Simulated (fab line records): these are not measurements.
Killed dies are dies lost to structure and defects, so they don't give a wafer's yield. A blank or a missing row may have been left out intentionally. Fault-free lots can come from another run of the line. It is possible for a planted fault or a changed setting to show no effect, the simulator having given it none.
fab line records	flow gf180mcu
[record] lots = 24	wafers = 72	lastDay = 35
route steps=602 shown HV_LDD@195 V1@359 V3@454 M4@473 V4@492 PASSIVATION@588
lots that met no fault: taken from a fault-free run of the same line
startH: start of the lot's first displayed wafer, in hours after the record's first day	waitH: hours elapsed since this lot's preceding step	" identical to the entry in the row above	L1.1+2: several wafers, shown together as one row	- no value, or no start given	* or withheld: withheld	< > ~ a bound
route shown NAME@n: NAME is a module with steps in the file, n the number in the route of the first one	usual: average and standard deviation across the fault-free wafers	same: alike in all rows	chamber/n: place in a boat	sites: each site's reading	_std_site: standard deviation across them	_edge_site: mean of outer sites minus mean of inner sites	radiusMm: for every site, how far away it sits from the centre of the wafer	mask NAME#n: copy n	behind: the most recent tool/chamber to have shaped the wafer	hold: the reason the lot was held/the length of the hold in hours/how it ended	device: which transistor (n, p or np) failed to switch	end of line: tests of these same wafers at the route's end	for a step that has no rows: nothing shown but its recipe	killed: the dies lost at the first sort to structure and to defects; this is not the yield of the wafer	map: shows each die of a wafer: x if killed, . if not, _ if none is there
set.NAME: the setting the step ran with; set.NAME@STEP: the setting that earlier step ran with	model.NAME: the simulator's own value behind a step, which no gauge read
steps of the route over a sample of lots; a table a step, a row a wafer
services: the hour from which a tool's chamber was out of use, counted from the record's first day as startH (under 0 if before that day), plus the number of hours and why
[[steps]]
[step GF_HV_LDD_CD_MEAS_19]
[recipe] targetCdNm = 400
[usual] cdNm = 399.0/2.5
lot.wafer	tool	chamber	startH	waitH	cdNm
L074.1	cdSem-01	-	240.83	0.1	399.8
L074.4	"	-	"	"	395.9
L074.5	"	-	"	"	400.6
L075.2	cdSem-02	-	245.37	0.1	400.9
L075.4	"	-	"	"	402.0
L075.5	"	-	"	"	400.5
L076.1	cdSem-01	-	252.66	0.1	397.3
L076.3	"	-	"	"	399.2
L076.4	"	-	"	"	396.2
L077.1	cdSem-01	-	268.15	0.1	400.8
L077.3	"	-	"	"	399.2
L077.6	"	-	"	"	399.5
L078.1	cdSem-01	-	275.15	0.1	399.5
L078.2	"	-	"	"	402.0
L078.5	"	-	"	"	400.9
L079.1	cdSem-01	-	283.85	0.1	399.6
L079.2	"	-	"	"	399.3
L079.6	"	-	"	"	397.5
L080.3	cdSem-01	-	294.45	0.1	394.8
L080.4	"	-	"	"	395.3
L080.6	"	-	"	"	394.8
L082.1	cdSem-02	-	299.78	0.1	395.1
L082.4	"	-	"	"	398.0
L082.5	"	-	"	"	398.2
L081.2	cdSem-01	-	300.10	0.1	397.5
L081.3	"	-	"	"	398.5
L081.4	"	-	"	"	397.6
L083.3	cdSem-01	-	311.20	0.1	399.6
L083.4	"	-	"	"	396.8
L083.6	"	-	"	"	397.1
L084.2	cdSem-01	-	322.43	0.1	402.2
L084.3	"	-	"	"	401.8
L084.5	"	-	"	"	399.4
L085.1	cdSem-01	-	327.40	0.1	406.2
L085.3	"	-	"	"	405.6
L085.4	"	-	"	"	405.3
L086.1	cdSem-01	-	335.05	0.1	401.5
L086.3	"	-	"	"	401.6
L086.5	"	-	"	"	400.2
L087.2	cdSem-01	-	342.27	0.1	397.3
L087.3	"	-	"	"	398.4
L087.5	"	-	"	"	397.6
L088.2	cdSem-01	-	351.27	0.1	401.6
L088.3	"	-	"	"	398.4
L088.5	"	-	"	"	402.0
L089.1	cdSem-01	-	357.93	0.1	399.6
L089.4	"	-	"	"	402.3
L089.6	"	-	"	"	399.9
L090.3	cdSem-01	-	364.19	0.1	397.1
L090.4	"	-	"	"	398.4
L090.6	"	-	"	"	399.2
L091.2	cdSem-01	-	375.55	0.1	397.7
L091.3	"	-	"	"	398.6
L091.5	"	-	"	"	398.9
L092.2	cdSem-01	-	383.00	0.1	396.5
L092.3	"	-	"	"	395.2
L092.6	"	-	"	"	395.5
L093.1	cdSem-01	-	391.58	0.1	398.5
L093.4	"	-	"	"	400.3
L093.5	"	-	"	"	398.2
L094.3	cdSem-02	-	398.82	0.1	395.7
L094.4	"	-	"	"	394.6
L094.6	"	-	"	"	395.2
L095.2	cdSem-02	-	406.47	0.1	395.9
L095.3	"	-	"	"	396.3
L095.6	"	-	"	"	399.0
L096.1	cdSem-02	-	413.98	0.1	398.0
L096.2	"	-	"	"	397.4
L096.3	"	-	"	"	396.2
L097.2	cdSem-02	-	425.67	0.1	402.4
L097.4	"	-	"	"	401.1
L097.5	"	-	"	"	402.6
[step GF_V1_RS_MEAS_24]
[recipe] thkMeasGauge = four-point-probe	reads = W_of_V1_CVD_23+TiN_of_V1_SPUTTER_22+Ti_of_V1_SPUTTER_21
[usual] V1_W_RS = 0.324/0.0036
lot.wafer	tool	chamber	startH	waitH	V1_W_RS[ohm/sq]
L074.1	filmMetro-04	-	422.82	0.1	0.323
L074.4	"	-	"	"	0.315
L074.5	"	-	"	"	0.327
L075.2	filmMetro-03	-	429.78	0.1	0.327
L075.4	"	-	"	"	0.325
L075.5	"	-	"	"	0.328
L076.1	filmMetro-02	-	435.15	0.1	0.320
L076.3	"	-	"	"	0.323
L076.4	"	-	"	"	0.323
L077.1	filmMetro-02	-	455.23	0.1	0.326
L077.3	"	-	"	"	0.321
L077.6	"	-	"	"	0.327
L078.1	filmMetro-03	-	466.11	0.1	0.317
L078.2	"	-	"	"	0.322
L078.5	"	-	"	"	0.324
L079.1	filmMetro-02	-	477.99	0.1	0.329
L079.2	"	-	"	"	0.325
L079.6	"	-	"	"	0.321
L080.3	filmMetro-04	-	486.87	0.1	0.318
L080.4	"	-	"	"	0.323
L080.6	"	-	"	"	0.324
L081.2	filmMetro-02	-	499.52	0.1	0.325
L081.3	"	-	"	"	0.325
L081.4	"	-	"	"	0.328
L082.1	filmMetro-03	-	499.70	0.1	0.323
L082.4	"	-	"	"	0.330
L082.5	"	-	"	"	0.330
L083.3	filmMetro-04	-	505.46	0.1	0.322
L083.4	"	-	"	"	0.325
L083.6	"	-	"	"	0.330
L084.2	filmMetro-04	-	522.17	0.1	0.324
L084.3	"	-	"	"	0.329
L084.5	"	-	"	"	0.326
L085.1	filmMetro-03	-	526.82	0.1	0.330
L085.3	"	-	"	"	0.321
L085.4	"	-	"	"	0.335
L086.1	filmMetro-04	-	535.68	0.1	0.324
L086.3	"	-	"	"	0.324
L086.5	"	-	"	"	0.326
L087.2	filmMetro-02	-	542.73	0.1	0.320
L087.3	"	-	"	"	0.330
L087.5	"	-	"	"	0.325
L088.2	filmMetro-03	-	552.18	0.1	0.324
L088.3	"	-	"	"	0.321
L088.5	"	-	"	"	0.324
L089.1	filmMetro-03	-	558.41	0.1	0.323
L089.4	"	-	"	"	0.328
L089.6	"	-	"	"	0.321
L090.3	filmMetro-03	-	577.65	0.1	0.323
L090.4	"	-	"	"	0.322
L090.6	"	-	"	"	0.321
L091.2	filmMetro-02	-	578.56	0.1	0.326
L091.3	"	-	"	"	0.325
L091.5	"	-	"	"	0.327
L092.2	filmMetro-02	-	582.08	0.1	0.322
L092.3	"	-	"	"	0.328
L092.6	"	-	"	"	0.321
L093.1	filmMetro-02	-	587.41	0.1	0.320
L093.4	"	-	"	"	0.321
L093.5	"	-	"	"	0.319
L094.3	filmMetro-04	-	599.29	0.1	0.332
L094.4	"	-	"	"	0.325
L094.6	"	-	"	"	0.332
L095.2	filmMetro-02	-	604.71	0.1	0.326
L095.3	"	-	"	"	0.326
L095.6	"	-	"	"	0.327
L096.1	filmMetro-04	-	623.94	0.1	0.322
L096.2	"	-	"	"	0.319
L096.3	"	-	"	"	0.323
L097.2	filmMetro-03	-	625.56	0.1	0.323
L097.4	"	-	"	"	0.326
L097.5	"	-	"	"	0.320
[step GF_V3_THK_MEAS_25]
[recipe] thkMeasGauge = xrf	reads = W_of_V3_CVD_23
[usual] V3_W_THK = 355/5.3
lot.wafer	tool	chamber	startH	waitH	V3_W_THK[nm]
L074.1	filmMetro-04	-	524.78	0.1	360
L074.4	"	-	"	"	365
L074.5	"	-	"	"	363
L075.2	filmMetro-02	-	531.67	0.1	361
L075.4	"	-	"	"	358
L075.5	"	-	"	"	358
L076.1	filmMetro-03	-	538.15	0.1	355
L076.3	"	-	"	"	353
L076.4	"	-	"	"	353
L077.1	filmMetro-04	-	555.14	0.1	351
L077.3	"	-	"	"	354
L077.6	"	-	"	"	364
L078.1	filmMetro-04	-	578.02	0.1	359
L078.2	"	-	"	"	369
L078.5	"	-	"	"	363
L079.1	filmMetro-02	-	579.48	0.1	358
L079.2	"	-	"	"	351
L079.6	"	-	"	"	353
L080.3	filmMetro-02	-	583.85	0.1	356
L080.4	"	-	"	"	361
L080.6	"	-	"	"	351
L081.2	filmMetro-03	-	595.30	0.1	346
L081.3	"	-	"	"	342
L081.4	"	-	"	"	361
L082.1	filmMetro-03	-	598.64	0.1	347
L082.4	"	-	"	"	357
L082.5	"	-	"	"	355
L083.3	filmMetro-02	-	600.54	0.1	357
L083.4	"	-	"	"	352
L083.6	"	-	"	"	355
L084.2	filmMetro-04	-	624.95	0.1	352
L084.3	"	-	"	"	351
L084.5	"	-	"	"	352
L085.1	filmMetro-02	-	625.31	0.1	349
L085.3	"	-	"	"	350
L085.4	"	-	"	"	357
L086.1	filmMetro-02	-	631.48	0.1	356
L086.3	"	-	"	"	356
L086.5	"	-	"	"	357
L087.2	filmMetro-03	-	633.80	0.1	359
L087.3	"	-	"	"	354
L087.5	"	-	"	"	353
L088.2	filmMetro-03	-	644.49	0.1	353
L088.3	"	-	"	"	355
L088.5	"	-	"	"	357
L089.1	filmMetro-03	-	651.03	0.1	347
L089.4	"	-	"	"	352
L089.6	"	-	"	"	349
L090.3	filmMetro-04	-	666.93	0.1	362
L090.4	"	-	"	"	349
L090.6	"	-	"	"	359
L091.2	filmMetro-03	-	668.86	0.1	359
L091.3	"	-	"	"	361
L091.5	"	-	"	"	356
L092.2	filmMetro-04	-	670.94	0.1	355
L092.3	"	-	"	"	354
L092.6	"	-	"	"	349
L093.1	filmMetro-04	-	675.98	0.1	352
L093.4	"	-	"	"	354
L093.5	"	-	"	"	352
L094.3	filmMetro-02	-	686.48	0.1	351
L094.4	"	-	"	"	365
L094.6	"	-	"	"	353
L095.2	filmMetro-03	-	691.65	0.1	355
L095.3	"	-	"	"	366
L095.6	"	-	"	"	363
L096.1	filmMetro-04	-	708.83	0.1	361
L096.2	"	-	"	"	357
L096.3	"	-	"	"	359
L097.2	filmMetro-04	-	711.13	0.1	343
L097.4	"	-	"	"	349
L097.5	"	-	"	"	344
[step GF_M4_STRIP_17]
[recipe] chemistry = O2/N2	powerW = 1400	pressureMtorr = 1500	platenTempC = 250	o2FlowSccm = 3000	n2FlowSccm = 300	overashFraction = 0.5
[usual] drypumpMotorCurrentA = 5.8/0.57	heaterPowerW = 325/45	o2FlowSccm = 3000/8.7	oesProductAu = 0.558/0.0048	stripTimeToEndpointS = 7.88/0.051
lot.wafer	tool	chamber	startH	waitH	drypumpMotorCurrentA	heaterPowerW	o2FlowSccm	oesProductAu	rfHoursCounterH	stripTimeToEndpointS
L074.1	plasmaAsher-02	1	548.48	0.1	6.2	306	2982	0.566	98	8.00
L074.4	"	0	"	"	5.7	420	3000	0.560	-	7.90
L074.5	"	0	"	"	5.7	423	2992	0.559	-	7.92
L075.2	plasmaAsher-04	0	555.13	0.1	4.9	388	3022	0.555	76	7.94
L075.4	"	0	"	"	4.9	392	3012	0.564	-	7.94
L075.5	"	1	"	"	5.9	301	3002	0.555	-	7.93
L076.1	plasmaAsher-04	1	559.85	0.1	6.0	303	2988	0.559	76	7.87
L076.3	"	1	"	"	6.0	298	2984	0.561	-	7.90
L076.4	"	0	"	"	4.9	384	2996	0.553	-	7.82
L077.1	plasmaAsher-03	1	578.95	0.1	6.6	279	2995	0.567	11	7.92
L077.3	"	1	"	"	6.6	279	3007	0.560	-	7.84
L077.6	"	1	"	"	6.6	283	2993	0.553	-	7.92
L078.1	plasmaAsher-03	0	600.38	0.2	5.7	305	3004	0.559	13	7.86
L078.2	"	1	"	"	6.6	274	2989	0.556	13	7.85
L078.5	"	1	"	"	6.6	283	3008	0.554	-	7.84
L079.1	plasmaAsher-04	0	602.56	0.2	4.9	384	3002	0.561	80	7.90
L079.2	"	1	"	"	5.9	308	2997	0.555	80	7.91
L079.6	"	0	"	"	4.9	393	2996	0.562	-	7.89
L080.3	plasmaAsher-03	1	606.00	0.1	6.6	278	2994	0.561	-	7.86
L080.4	"	0	"	"	5.7	315	2998	0.558	-	7.96
L080.6	"	1	"	"	6.6	282	3012	0.553	-	7.82
L081.2	plasmaAsher-04	1	616.82	0.1	5.9	306	2998	0.560	82	7.83
L081.3	"	1	"	"	5.9	297	3007	0.560	-	7.83
L081.4	"	0	"	"	4.9	393	3000	0.556	-	7.94
L082.1	plasmaAsher-03	0	620.77	0.1	5.8	322	2991	0.557	15	7.80
L082.4	"	1	"	"	6.6	280	3002	0.553	-	7.79
L082.5	"	1	"	"	6.6	282	2996	0.560	-	7.87
L083.3	plasmaAsher-03	0	622.11	0.1	5.8	318	3003	0.561	-	7.93
L083.4	"	1	"	"	6.6	280	3002	0.552	-	7.86
L083.6	"	0	"	"	5.7	313	3001	0.560	-	7.94
L084.2	plasmaAsher-02	0	646.41	0.1	5.8	414	3012	0.548	108	7.88
L084.3	"	0	"	"	5.7	425	3008	0.557	-	7.86
L084.5	"	0	"	"	5.8	423	3004	0.558	-	7.84
L085.1	plasmaAsher-03	1	646.67	0.1	6.6	280	3023	0.559	18	7.92
L085.3	"	0	"	"	5.7	315	3015	0.568	-	7.82
L085.4	"	1	"	"	6.6	283	3014	0.553	-	7.89
L086.1	plasmaAsher-03	0	652.09	0.1	5.7	310	3017	0.567	19	8.00
L086.3	"	0	"	"	5.7	316	2998	0.564	-	7.98
L086.5	"	0	"	"	5.7	321	2997	0.556	-	7.89
L087.2	plasmaAsher-04	0	654.33	0.1	4.9	378	3006	0.555	86	7.83
L087.3	"	0	"	"	4.9	396	2998	0.558	-	7.84
L087.5	"	1	"	"	5.9	306	2995	0.560	-	7.95
L088.2	plasmaAsher-03	0	664.68	0.1	5.7	325	3011	0.557	20	7.86
L088.3	"	0	"	"	5.7	316	3001	0.557	-	7.91
L088.5	"	1	"	"	6.6	281	2985	0.547	-	7.82
L089.1	plasmaAsher-03	0	671.48	0.1	5.7	315	2997	0.559	21	7.89
L089.4	"	0	"	"	5.8	318	3003	0.557	-	7.95
L089.6	"	0	"	"	5.8	313	2996	0.559	-	7.88
L090.3	plasmaAsher-04	1	687.43	0.1	5.9	300	2997	0.557	-	7.83
L090.4	"	0	"	"	4.9	388	2991	0.552	-	7.85
L090.6	"	0	"	"	4.9	383	3004	0.560	-	7.78
L091.2	plasmaAsher-04	0	689.43	0.1	4.9	387	3010	0.557	89	7.87
L091.3	"	1	"	"	5.9	300	3002	0.548	-	7.78
L091.5	"	0	"	"	4.9	386	2999	0.558	-	7.89
L092.2	plasmaAsher-03	0	691.97	0.1	5.7	315	2996	0.560	23	7.88
L092.3	"	1	"	"	6.6	280	3010	0.558	-	7.85
L092.6	"	0	"	"	5.7	316	2988	0.552	-	7.85
L093.1	plasmaAsher-03	0	695.89	0.1	5.7	323	2997	0.553	24	7.88
L093.4	"	1	"	"	6.6	275	2999	0.564	-	7.86
L093.5	"	0	"	"	5.7	319	2991	0.554	-	7.82
L094.3	plasmaAsher-02	1	705.71	0.1	6.2	293	2991	0.562	-	7.95
L094.4	"	0	"	"	5.7	423	3000	0.558	-	7.91
L094.6	"	0	"	"	5.7	420	2997	0.565	-	7.96
L095.2	plasmaAsher-04	1	711.29	0.1	5.9	299	3010	0.562	91	7.92
L095.3	"	1	"	"	5.9	299	2993	0.564	-	7.92
L095.6	"	0	"	"	4.9	391	2995	0.559	-	7.91
L096.1	plasmaAsher-04	0	727.97	0.1	4.9	389	2996	0.555	92	7.83
L096.2	"	1	"	"	5.9	297	3012	0.553	92	7.85
L096.3	"	1	"	"	6.0	301	2990	0.556	-	7.86
L097.2	plasmaAsher-04	1	729.94	0.1	5.9	299	3012	0.552	92	7.81
L097.4	"	0	"	"	4.9	390	2996	0.550	-	7.78
L097.5	"	1	"	"	5.9	303	3010	0.551	-	7.78
[step GF_V4_ETCH_16]
[recipe] chemistry = N2/H2	targetDepthA = withheld	overetchA = withheld	timeS = withheld	target = BARC	ionEnergyEv = 200	sourceW = 500	biasW = 100	pressureMtorr = 30	n2FlowSccm = 100	h2FlowSccm = 200
[usual] drypumpMotorCurrentA = 5.7/0.45	oesProductAu = 0.854/0.0049	throttleValvePct = 13.224/0.0081
lot.wafer	tool	chamber	startH	waitH	drypumpMotorCurrentA	oesProductAu	throttleValvePct
L074.1	rieDiel-01	3	578.00	0.0	5.9	0.858	13.232
L074.4	"	0	"	"	5.6	0.858	13.233
L074.5	"	1	"	"	5.9	0.861	13.221
L075.2	rieDiel-04	3	579.31	0.0	5.6	0.848	13.209
L075.4	"	2	"	"	6.2	0.849	13.211
L075.5	"	0	"	"	4.8	0.857	13.221
L076.1	rieDiel-04	1	583.71	0.0	6.4	0.862	13.221
L076.3	"	3	"	"	5.6	0.846	13.225
L076.4	"	3	"	"	5.6	0.863	13.236
L077.1	rieDiel-02	0	602.53	0.0	6.2	0.852	13.235
L077.3	"	3	"	"	5.3	0.851	13.220
L077.6	"	3	"	"	5.3	0.858	13.220
L078.1	rieDiel-01	3	622.83	0.0	5.9	0.853	13.214
L078.2	"	0	"	"	5.6	0.851	13.230
L078.5	"	0	"	"	5.5	0.855	13.207
L079.1	rieDiel-04	2	624.90	0.0	6.2	0.851	13.233
L079.2	"	0	"	"	4.8	0.852	13.227
L079.6	"	3	"	"	5.6	0.858	13.239
L080.3	rieDiel-04	0	628.63	0.0	4.8	0.852	13.220
L080.4	"	2	"	"	6.2	0.848	13.221
L080.6	"	1	"	"	6.4	0.862	13.228
L081.2	rieDiel-02	1	638.68	0.0	4.9	0.846	13.221
L081.3	"	0	"	"	6.2	0.849	13.221
L081.4	"	0	"	"	6.2	0.850	13.226
L082.1	rieDiel-01	1	642.53	0.0	5.9	0.864	13.232
L082.4	"	2	"	"	5.7	0.855	13.241
L082.5	"	2	"	"	5.7	0.856	13.225
L083.3	rieDiel-01	3	644.05	0.0	5.9	0.841	13.227
L083.4	"	0	"	"	5.6	0.859	13.212
L083.6	"	0	"	"	5.6	0.851	13.223
L084.2	rieDiel-02	0	667.65	0.0	6.2	0.853	13.217
L084.3	"	3	"	"	5.3	0.854	13.217
L084.5	"	0	"	"	6.2	0.843	13.216
L085.1	rieDiel-01	2	668.00	0.0	5.6	0.852	13.227
L085.3	"	1	"	"	5.9	0.850	13.226
L085.4	"	3	"	"	5.9	0.864	13.223
L086.1	rieDiel-02	2	674.48	0.0	5.5	0.862	13.212
L086.3	"	0	"	"	6.2	0.857	13.220
L086.5	"	0	"	"	6.2	0.850	13.217
L087.2	rieDiel-01	3	675.51	0.0	5.9	0.852	13.218
L087.3	"	1	"	"	5.9	0.850	13.219
L087.5	"	2	"	"	5.7	0.842	13.224
L088.2	rieDiel-02	3	685.26	0.0	5.3	0.861	13.226
L088.3	"	1	"	"	4.9	0.851	13.233
L088.5	"	2	"	"	5.4	0.847	13.224
L089.1	rieDiel-04	0	692.56	0.0	4.8	0.849	13.229
L089.4	"	3	"	"	5.6	0.857	13.227
L089.6	"	0	"	"	4.8	0.853	13.223
L090.3	rieDiel-04	1	707.68	0.0	6.4	0.855	13.222
L090.4	"	0	"	"	4.8	0.853	13.218
L090.6	"	1	"	"	6.4	0.860	13.218
L091.2	rieDiel-01	3	709.38	0.0	5.9	0.851	13.222
L091.3	"	0	"	"	5.6	0.850	13.219
L091.5	"	0	"	"	5.6	0.850	13.234
L092.2	rieDiel-04	2	712.13	0.0	6.2	0.856	13.215
L092.3	"	1	"	"	6.4	0.858	13.237
L092.6	"	3	"	"	5.6	0.854	13.229
L093.1	rieDiel-02	2	716.50	0.0	5.5	0.853	13.249
L093.4	"	1	"	"	4.9	0.857	13.239
L093.5	"	0	"	"	6.2	0.850	13.212
L094.3	rieDiel-04	0	724.83	0.0	4.8	0.859	13.219
L094.4	"	1	"	"	6.4	0.854	13.230
L094.6	"	3	"	"	5.6	0.854	13.219
L095.2	rieDiel-04	1	731.38	0.0	6.4	0.855	13.222
L095.3	"	3	"	"	5.6	0.852	13.230
L095.6	"	2	"	"	6.2	0.854	13.218
L096.1	rieDiel-01	0	746.70	0.0	5.5	0.854	13.232
L096.2	"	3	"	"	5.9	0.850	13.222
L096.3	"	1	"	"	5.9	0.860	13.219
L097.2	rieDiel-01	1	749.21	0.0	5.9	0.857	13.241
L097.4	"	0	"	"	5.6	0.854	13.225
L097.5	"	3	"	"	5.9	0.858	13.234
[step GF_PASSIVATION_THK_MEAS_01]
[recipe] reads = SiO2_of_PASSIVATION_CVD_00
[usual] PASSIVATION_CVD_00_THK = 997/15
lot.wafer	tool	chamber	startH	waitH	PASSIVATION_CVD_00_THK[nm]
L074.1	filmMetro-01	-	667.07	0.0	977
L074.4	"	-	"	"	995
L074.5	"	-	"	"	1011
L075.2	filmMetro-03	-	669.71	0.0	986
L075.4	"	-	"	"	1007
L075.5	"	-	"	"	1003
L076.1	filmMetro-03	-	673.76	0.0	989
L076.3	"	-	"	"	1002
L076.4	"	-	"	"	1011
L077.1	filmMetro-01	-	691.45	0.0	986
L077.3	"	-	"	"	986
L077.6	"	-	"	"	1009
L078.1	filmMetro-03	-	705.45	0.0	999
L078.2	"	-	"	"	1001
L078.5	"	-	"	"	1009
L079.1	filmMetro-01	-	709.25	0.0	971
L079.2	"	-	"	"	992
L079.6	"	-	"	"	983
L080.3	filmMetro-03	-	713.40	0.1	986
L080.4	"	-	"	"	997
L080.6	"	-	"	"	1024
L081.2	filmMetro-01	-	721.94	0.0	958
L081.3	"	-	"	"	971
L081.4	"	-	"	"	991
L082.1	filmMetro-02	-	724.13	0.0	966
L082.4	"	-	"	"	986
L082.5	"	-	"	"	992
L083.3	filmMetro-01	-	725.99	0.1	994
L083.4	"	-	"	"	1020
L083.6	"	-	"	"	1018
L084.2	filmMetro-01	-	748.41	0.0	1004
L084.3	"	-	"	"	985
L084.5	"	-	"	"	1006
L085.1	filmMetro-03	-	749.68	0.0	1001
L085.3	"	-	"	"	988
L085.4	"	-	"	"	1014
L086.1	filmMetro-01	-	755.30	0.0	972
L086.3	"	-	"	"	980
L086.5	"	-	"	"	989
L087.2	filmMetro-02	-	755.39	0.0	1000
L087.3	"	-	"	"	1015
L087.5	"	-	"	"	1014
L088.2	filmMetro-02	-	761.87	0.0	973
L088.3	"	-	"	"	978
L088.5	"	-	"	"	987
L089.1	filmMetro-03	-	770.12	0.0	1001
L089.4	"	-	"	"	996
L089.6	"	-	"	"	1008
L090.3	filmMetro-03	-	781.99	0.1	996
L090.4	"	-	"	"	999
L090.6	"	-	"	"	1013
L091.2	filmMetro-01	-	784.08	0.0	981
L091.3	"	-	"	"	994
L091.5	"	-	"	"	1001
L092.2	filmMetro-01	-	787.25	0.0	975
L092.3	"	-	"	"	991
L092.6	"	-	"	"	999
L093.1	filmMetro-02	-	790.94	0.0	988
L093.4	"	-	"	"	1003
L093.5	"	-	"	"	1012
L094.3	filmMetro-03	-	797.84	0.1	986
L094.4	"	-	"	"	1032
L094.6	"	-	"	"	1009
L095.2	filmMetro-01	-	805.38	0.0	1003
L095.3	"	-	"	"	1014
L095.6	"	-	"	"	1015
L096.1	filmMetro-02	-	816.47	0.0	993
L096.2	"	-	"	"	1003
L096.3	"	-	"	"	1007
L097.2	filmMetro-03	-	817.53	0.0	990
L097.4	"	-	"	"	1021
L097.5	"	-	"	"	984
[[services]]
tool	chamber	startH	hours	kind
plasmaAsher-02	-	524.55	2.0	repair
rieDiel-01	2	536.32	2.6	repair
plasmaAsher-04	-	541.40	2.4	repair
rieDiel-01	0	546.71	5.3	repair
rieDiel-04	2	582.72	6.4	repair
rieDiel-01	1	596.94	4.0	repair
rieDiel-01	-	600.41	0.4	repair
rieDiel-01	1	610.06	2.7	repair
plasmaAsher-02	-	610.26	2.8	repair
rieDiel-02	1	612.17	2.3	repair
rieDiel-02	0	612.81	12.4	repair
rieDiel-01	3	626.89	2.0	repair
rieDiel-02	2	633.77	8.5	repair
rieDiel-04	3	639.38	2.4	repair
rieDiel-02	1	646.76	9.9	repair
rieDiel-04	0	648.79	4.3	repair
plasmaAsher-02	-	670.51	1.6	repair
rieDiel-04	3	687.45	4.3	repair
plasmaAsher-04	-	696.40	10.0	repair
rieDiel-01	-	711.19	0.5	repair
plasmaAsher-04	-	721.24	2.6	repair
plasmaAsher-03	-	724.54	8.6	repair
rieDiel-02	1	743.94	3.7	repair
rieDiel-01	2	747.35	8.4	repair
[[key]]
fault none
